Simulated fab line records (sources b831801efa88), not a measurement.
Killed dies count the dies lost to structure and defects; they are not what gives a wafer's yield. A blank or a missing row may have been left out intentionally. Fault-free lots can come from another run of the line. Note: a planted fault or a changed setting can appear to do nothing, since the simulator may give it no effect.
One fault through the eyes of 2 desks / flow gf180mcu / numbers are kept per desk, each desk with only its own; the story behind them comes last

## TOOL OWNER'S DESK, pecvd-03
The tool's own readings at GF_V3_CVD_02 (deposits SiO2 from TEOS, target thk 850 nm, time 94.851 s): means of the sampled wafers that have a number, for each lot that ran on this tool. Any lot whose mean is over 4 standard deviations away from the usual mean is out of limits and marked OUT; that distance is given in the brackets.
Columns: A = heater power outer w at GF_V3_CVD_02, usual 369 W; B = heater power w at GF_V3_CVD_02, usual 625 W
lot=L352; first seen here=day 22 08:08; A=388; B=689
lot=L356; first seen here=day 23 21:22; A=354; B=605
lot=L357; first seen here=day 24 05:01; A=363; B=612
lot=L360; first seen here=day 25 08:23; A=428; B=750
lot=L368; first seen here=day 28 12:46; A=388; B=655
Result from this desk: across the 5 lots, nothing is out of limits.

## AT THE METROLOGY DESK
What the gauges read, lot by lot, whatever tool the lot ran on: means of the sampled wafers that have a number. Any lot whose mean is over 4 standard deviations away from the usual mean is out of limits and marked OUT; that distance is given in the brackets.
Columns: A = V3_CVD_02_THK at GF_V3_THK_MEAS_03, usual 851 nm
lot=L352; first seen here=day 22 08:12; A=840
lot=L356; first seen here=day 23 21:26; A=877
lot=L357; first seen here=day 24 05:05; A=871
lot=L358; first seen here=day 24 14:57; A=861
lot=L360; first seen here=day 25 08:28; A=866
lot=L363; first seen here=day 26 06:25; A=865
lot=L364; first seen here=day 26 21:41; A=844
lot=L365; first seen here=day 27 02:20; A=846
lot=L368; first seen here=day 28 12:51; A=844
lot=L369; first seen here=day 28 16:55; A=858
lot=L372; first seen here=day 29 04:40; A=837
Result from this desk: across the 11 lots, nothing is out of limits.

## PUT TOGETHER
The tool owner's desk saw nothing out of limits.
Nothing out of limits was seen by the metrology desk.

## WHAT THE SIMULATOR HAD PUT IN
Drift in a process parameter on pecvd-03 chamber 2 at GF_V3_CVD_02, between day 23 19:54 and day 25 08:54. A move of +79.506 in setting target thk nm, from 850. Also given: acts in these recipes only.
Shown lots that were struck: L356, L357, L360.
